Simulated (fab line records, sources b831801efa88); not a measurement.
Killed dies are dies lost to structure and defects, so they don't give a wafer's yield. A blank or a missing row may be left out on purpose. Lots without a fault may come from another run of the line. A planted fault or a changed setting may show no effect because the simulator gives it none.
Which tool did it? | flow sky130 | 11 lots, 33 wafers sampled, at 7 steps of a route of 708

WHAT THE GAUGES READ, wafer by wafer
SKY_LDD_LDN_TW_MEAS_13. Usual: LDD_LDN_TW 1491, standard deviation 9.8.
lot  | measured     | on            | LDD_LDN_TW     | flag
L846 | day 22 22:07 | film_metro-03 | 1500 1495 1492 |
L847 | day 23 07:57 | film_metro-01 | 1508 1503 1502 |
L849 | day 24 01:53 | film_metro-03 | 1498 1489 1491 |
L848 | day 24 02:55 | film_metro-01 | 1491 1500 1494 |
L850 | day 24 18:14 | film_metro-03 | 1499 1492 1485 |
L851 | day 25 01:49 | film_metro-01 | 1483 1489 1491 |
L852 | day 25 03:53 | film_metro-03 | 1494 1510 1495 |
L856 | day 26 10:14 | film_metro-01 | 1488 1502 1493 |
L855 | day 26 13:08 | film_metro-01 | 1490 1496 1500 |
L857 | day 26 14:55 | film_metro-03 | 1487 1486 1482 |
L858 | day 27 13:23 | film_metro-03 | 1505 1499 1507 |

SKY_RES_XHIGH_TW_MEAS_09. Usual: RES_XHIGH_TW 1648, standard deviation 15.
lot  | measured     | on            | RES_XHIGH_TW   | flag
L846 | day 26 17:43 | film_metro-03 | 1657 1659 1648 |
L847 | day 27 02:46 | film_metro-04 | 1641 1645 1637 |
L849 | day 27 20:11 | film_metro-03 | 1656 1657 1654 |
L848 | day 27 21:54 | film_metro-04 | 1641 1642 1642 |
L850 | day 28 10:51 | film_metro-04 | 1648 1643 1642 |
L851 | day 28 17:59 | film_metro-03 | 1658 1654 1661 |
L852 | day 28 21:29 | film_metro-04 | 1648 1644 1648 |
L856 | day 30 03:31 | film_metro-02 | 1648 1653 1659 |
L855 | day 30 05:39 | film_metro-04 | 1642 1648 1651 |
L857 | day 30 08:35 | film_metro-04 | 1640 1645 1640 |
L858 | day 31 06:07 | film_metro-02 | 1659 1658 1670 |

SKY_SD_N_TW_MEAS_12. Usual: SD_N_TW 4014, standard deviation 39.
lot  | measured     | on            | SD_N_TW        | flag
L846 | day 27 22:26 | film_metro-04 | 3977 3958 3977 |
L847 | day 28 08:40 | film_metro-04 | 3980 3994 3982 |
L849 | day 29 01:24 | film_metro-02 | 4032 4026 4034 |
L848 | day 29 03:06 | film_metro-04 | 4019 4002 4011 |
L850 | day 29 15:49 | film_metro-04 | 4001 3969 3997 |
L851 | day 29 22:35 | film_metro-02 | 4020 4010 4024 |
L852 | day 30 02:38 | film_metro-02 | 4032 4028 4027 |
L856 | day 31 07:58 | film_metro-03 | 3746 3736 3749 | OFF
L855 | day 31 09:30 | film_metro-03 | 3757 3747 3753 | OFF
L857 | day 31 12:09 | film_metro-03 | 3743 3752 3736 | OFF
L858 | day 32 10:25 | film_metro-02 | 3838 3845 3829 | OFF

SKY_SD_N_RS_MEAS_16: measures by four-point-probe. Usual: SD_N_RS 68.52 ohm/sq, standard deviation 0.17.
lot  | measured     | on            | SD_N_RS (ohm/sq)  | flag
L846 | day 27 22:45 | film_metro-02 | 68.56 68.64 68.45 |
L847 | day 28 08:59 | film_metro-04 | 68.36 68.12 68.29 |
L849 | day 29 01:41 | film_metro-04 | 68.49 68.42 68.31 |
L848 | day 29 03:23 | film_metro-02 | 68.68 68.71 68.70 |
L850 | day 29 16:07 | film_metro-02 | 68.52 68.70 68.65 |
L851 | day 29 22:52 | film_metro-03 | 68.32 68.59 68.65 |
L852 | day 30 02:55 | film_metro-02 | 68.53 68.51 68.66 |
L856 | day 31 08:19 | film_metro-02 | - - -             | OFF
L855 | day 31 09:47 | film_metro-04 | - - -             | OFF
L857 | day 31 12:26 | film_metro-04 | - - -             | OFF
L858 | day 32 10:43 | film_metro-03 | - - -             | OFF

SKY_LI_CONTACT_CD_MEAS_12: target cd 170 nm. Usual: cd_nm 169.9 nm, standard deviation 1.5.
lot  | measured     | on        | cd_nm (nm)        | flag
L846 | day 29 04:10 | cd_sem-02 | 172.7 171.5 170.6 |
L847 | day 29 14:45 | cd_sem-02 | 169.8 169.6 168.7 |
L849 | day 30 06:26 | cd_sem-02 | 170.4 170.8 170.9 |
L848 | day 30 08:51 | cd_sem-01 | 171.2 170.0 170.3 |
L850 | day 30 20:29 | cd_sem-01 | 169.6 169.1 169.2 |
L851 | day 31 03:17 | cd_sem-01 | 168.8 168.5 167.7 |
L852 | day 31 07:31 | cd_sem-01 | 168.3 170.1 169.9 |
L856 | day 32 12:55 | cd_sem-02 | 169.9 171.8 172.1 |
L855 | day 32 14:23 | cd_sem-01 | 169.9 170.6 171.3 |
L857 | day 32 17:29 | cd_sem-02 | 172.0 172.2 171.9 |
L858 | day 33 14:44 | cd_sem-01 | 172.7 171.5 171.3 |

WHICH TOOL RAN EACH LOT (tool, then ch and the chambers of the sampled wafers, then the start)
lot  | SKY_SD_N_IMPLANT_09             | SKY_SD_N_STRIP_11
L846 | implanter-02 ch 0, day 27 22:04 | plasma_asher-04 ch 0,1, day 27 22:20
L847 | implanter-04 ch 0, day 28 08:19 | plasma_asher-02 ch 0,1, day 28 08:34
L849 | implanter-02 ch 0, day 29 01:00 | plasma_asher-03 ch 0,1, day 29 01:18
L848 | implanter-04 ch 0, day 29 02:42 | plasma_asher-02 ch 0, day 29 03:00
L850 | implanter-02 ch 0, day 29 15:26 | plasma_asher-04 ch 0,1, day 29 15:43
L851 | implanter-02 ch 0, day 29 22:11 | plasma_asher-03 ch 0,1, day 29 22:29
L852 | implanter-02 ch 0, day 30 02:14 | plasma_asher-02 ch 0,1, day 30 02:32
L856 | implanter-04 ch 0, day 31 07:34 | plasma_asher-03 ch 0,1, day 31 07:51
L855 | implanter-04 ch 0, day 31 09:06 | plasma_asher-02 ch 0,1, day 31 09:24
L857 | implanter-04 ch 0, day 31 11:45 | plasma_asher-03 ch 1, day 31 12:03
L858 | implanter-02 ch 0, day 32 10:03 | plasma_asher-02 ch 0,1, day 32 10:20
- SKY_SD_N_IMPLANT_09
- SKY_SD_N_STRIP_11: strips in O2/N2.

WHAT THE TOOLS THEMSELVES READ (means of the sampled wafers that have a number; where no wafer has one, the mark that the record gives instead)
SKY_SD_N_STRIP_11. Usual: drypump_motor_current_A 5.9 A, standard deviation 0.3; o2_flow_sccm 2999 sccm, standard deviation 9; oes_product_au 0.527 a.u., standard deviation 0.0047; strip_time_to_endpoint_s 22.56 s, standard deviation 0.042.
lot  | tool            | drypump_motor_current_A (A) | o2_flow_sccm (sccm) | oes_product_au (a.u.) | strip_time_to_endpoint_s (s) | flag
L846 | plasma_asher-04 | 5.8                         | 2995                | 0.526                 | 22.56                        |
L847 | plasma_asher-02 | 6.0                         | 2996                | 0.524                 | 22.56                        |
L849 | plasma_asher-03 | 5.6                         | 3006                | 0.528                 | 22.61                        |
L848 | plasma_asher-02 | 5.8                         | 2998                | 0.527                 | 22.60                        |
L850 | plasma_asher-04 | 5.8                         | 2997                | 0.524                 | 22.59                        |
L851 | plasma_asher-03 | 5.9                         | 3002                | 0.527                 | 22.57                        |
L852 | plasma_asher-02 | 6.0                         | 2997                | 0.525                 | 22.53                        |
L856 | plasma_asher-03 | 5.9                         | 3004                | 0.523                 | 23.22                        | OFF
L855 | plasma_asher-02 | 6.0                         | 2999                | 0.511                 | 23.37                        | OFF
L857 | plasma_asher-03 | 5.4                         | 2995                | 0.519                 | 23.31                        | OFF
L858 | plasma_asher-02 | 6.1                         | 2995                | 0.516                 | 23.31                        | OFF

THE ANSWER, worked out from the rows above alone
Rule: a lot is off if the mean of its wafers that have a number lies more than 3 standard deviations from the usual mean. A lot without any number at a reading at which 4 lots or more have one is off too. The other lots that the step has rows for count as sound. The gauges are gone through in route order, then the tools' own readings, and for those a lot's mean is taken as printed above. The first step at which some lot is off is used, and at that step the reading that is off furthest; a lot without a number counts as furthest.
Off: L856, L855, L857, L858, at SKY_SD_N_TW_MEAS_12 (SD_N_TW).
A tool fits if, at a process step before that reading, it ran every lot that is off, and no sound lot after the first of them. The gauges at SKY_SD_N_TW_MEAS_12 aren't tried: what is off there is off at SKY_SD_N_STRIP_11 too, on other tools, and a gauge's error can't cause that. None of those tried fits.

WHAT THE SIMULATOR HAD PUT IN
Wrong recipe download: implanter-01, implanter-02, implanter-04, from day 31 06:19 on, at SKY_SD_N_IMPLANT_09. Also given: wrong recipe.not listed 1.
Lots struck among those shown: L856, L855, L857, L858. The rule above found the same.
